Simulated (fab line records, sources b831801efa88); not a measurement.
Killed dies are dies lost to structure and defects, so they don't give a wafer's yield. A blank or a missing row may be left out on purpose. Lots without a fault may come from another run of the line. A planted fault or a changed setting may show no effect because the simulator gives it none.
Which tool did it? | flow sky130 | 11 lots, 33 wafers sampled, at 4 steps of a route of 708

WHAT THE GAUGES READ, wafer by wafer
SKY_METAL1_THK_MEAS_06: measures by xrf.
lot  | measured     | on            | METAL1_ALCU_THK (nm)
L601 | day 31 00:19 | film_metro-04 | 252 254 259
L602 | day 31 16:10 | film_metro-04 | 257 255 252
L606 | day 33 04:37 | film_metro-03 | 251 255 251
L607 | day 33 09:58 | film_metro-04 | 254 258 258
L608 | day 33 20:37 | film_metro-01 | 246 251 245
L613 | day 35 17:15 | film_metro-01 | 246 251 252
L616 | day 36 18:16 | film_metro-04 | 253 256 253
L617 | day 36 22:20 | film_metro-01 | 252 249 255
L619 | day 37 06:19 | film_metro-04 | 259 256 258
L621 | day 38 03:15 | film_metro-03 | 254 254 251
L622 | day 38 07:20 | film_metro-04 | 252 254 253

SKY_METAL1_OVL_MEAS_16.
lot  | measured     | on         | METAL1_OVL (nm)
L601 | day 32 04:29 | overlay-01 | -8 -3 2
L602 | day 32 20:40 | overlay-01 | 5 7 1
L606 | day 34 07:56 | overlay-02 | 2 2 3
L607 | day 34 13:23 | overlay-02 | 6 5 0
L608 | day 34 23:56 | overlay-01 | 12 -2 2
L613 | day 36 18:41 | overlay-02 | 8 -5 -8
L616 | day 37 20:05 | overlay-02 | -3 5 0
L617 | day 38 00:14 | overlay-01 | 1 -1 0
L619 | day 38 07:59 | overlay-02 | 1 1 0
L621 | day 39 04:11 | overlay-01 | 5 -3 -7
L622 | day 39 08:20 | overlay-01 | -2 -3 -1

SKY_VIA1_CD_MEAS_12: target cd 150 nm.
lot  | measured     | on        | cd_nm (nm)
L601 | day 33 09:26 | cd_sem-01 | 149.6 149.3 149.5
L602 | day 34 01:29 | cd_sem-01 | 150.6 150.5 150.8
L606 | day 35 12:07 | cd_sem-01 | 151.5 151.5 152.8
L607 | day 35 18:04 | cd_sem-02 | 141.4 132.7 135.8
L608 | day 36 03:01 | cd_sem-02 | 109.9 135.1 131.6
L613 | day 37 22:08 | cd_sem-01 | 152.5 150.2 150.8
L616 | day 38 23:38 | cd_sem-02 | 151.5 152.0 153.2
L617 | day 39 03:01 | cd_sem-02 | 144.5 145.8 143.0
L619 | day 39 10:16 | cd_sem-02 | 152.6 152.1 151.8
L621 | day 40 05:34 | cd_sem-01 | 146.1 149.3 149.8
L622 | day 40 09:57 | cd_sem-01 | 152.1 150.4 150.3

WHICH TOOL RAN EACH LOT (tool, then ch and the chambers of the sampled wafers, then the start)
lot  | SKY_VIA1_EXPOSE_09
L601 | krf_scanner-01 ch 0, day 32 19:53
L602 | krf_scanner-02 ch 0, day 33 11:55
L606 | krf_scanner-01 ch 0, day 34 23:13
L607 | krf_scanner-02 ch 0, day 35 04:53
L608 | krf_scanner-02 ch 0, day 35 14:49
L613 | krf_scanner-01 ch 0, day 37 08:38
L616 | krf_scanner-02 ch 0, day 38 10:10
L617 | krf_scanner-02 ch 0, day 38 14:07
L619 | krf_scanner-02 ch 0, day 38 22:48
L621 | krf_scanner-02 ch 0, day 39 17:29
L622 | krf_scanner-02 ch 0, day 39 22:30
- SKY_VIA1_EXPOSE_09: exposes mask VIM, target cd 150 nm.

WHAT THE TOOLS THEMSELVES READ (means of the sampled wafers that have a number; where no wafer has one, the mark that the record gives instead)
SKY_VIA1_EXPOSE_09.
lot  | tool           | stage_vel_mm_s (mm/s)
L601 | krf_scanner-01 | 500.43
L602 | krf_scanner-02 | 499.65
L606 | krf_scanner-01 | 500.22
L607 | krf_scanner-02 | 499.95
L608 | krf_scanner-02 | 500.43
L613 | krf_scanner-01 | 499.61
L616 | krf_scanner-02 | 500.20
L617 | krf_scanner-02 | 500.15
L619 | krf_scanner-02 | 499.93
L621 | krf_scanner-02 | 500.17
L622 | krf_scanner-02 | 500.35

THE ANSWER, worked out from the rows above alone
Rule: what is usual is taken from the lots themselves. Put in order of their means at a reading, lots are off if they are a third of the lots or fewer, leave a main group of 4 or more, and stand apart from it by a gap of 3 or more times the standard deviation of the main group's means; of several such gaps the widest counts. A main group whose means are all the same, to the digits that the tables above print for the reading, isn't used. A lot without any number at a reading at which 4 lots or more have one is off too. The other lots that the step has rows for count as sound. The gauges are gone through in route order, then the tools' own readings, and for those a lot's mean is taken as printed above. The first step at which some lot is off is used, and at that step the reading that is off furthest; a lot without a number counts as furthest.
Off: L607, L608, at SKY_VIA1_CD_MEAS_12 (cd_nm). The main group: mean 150.2 nm, standard deviation 2.3.
A tool fits if, at a process step before that reading, it ran every lot that is off, and no sound lot after the first of them. The gauges at SKY_VIA1_CD_MEAS_12 are tried like those tools. None of those tried fits.

WHAT THE SIMULATOR HAD PUT IN
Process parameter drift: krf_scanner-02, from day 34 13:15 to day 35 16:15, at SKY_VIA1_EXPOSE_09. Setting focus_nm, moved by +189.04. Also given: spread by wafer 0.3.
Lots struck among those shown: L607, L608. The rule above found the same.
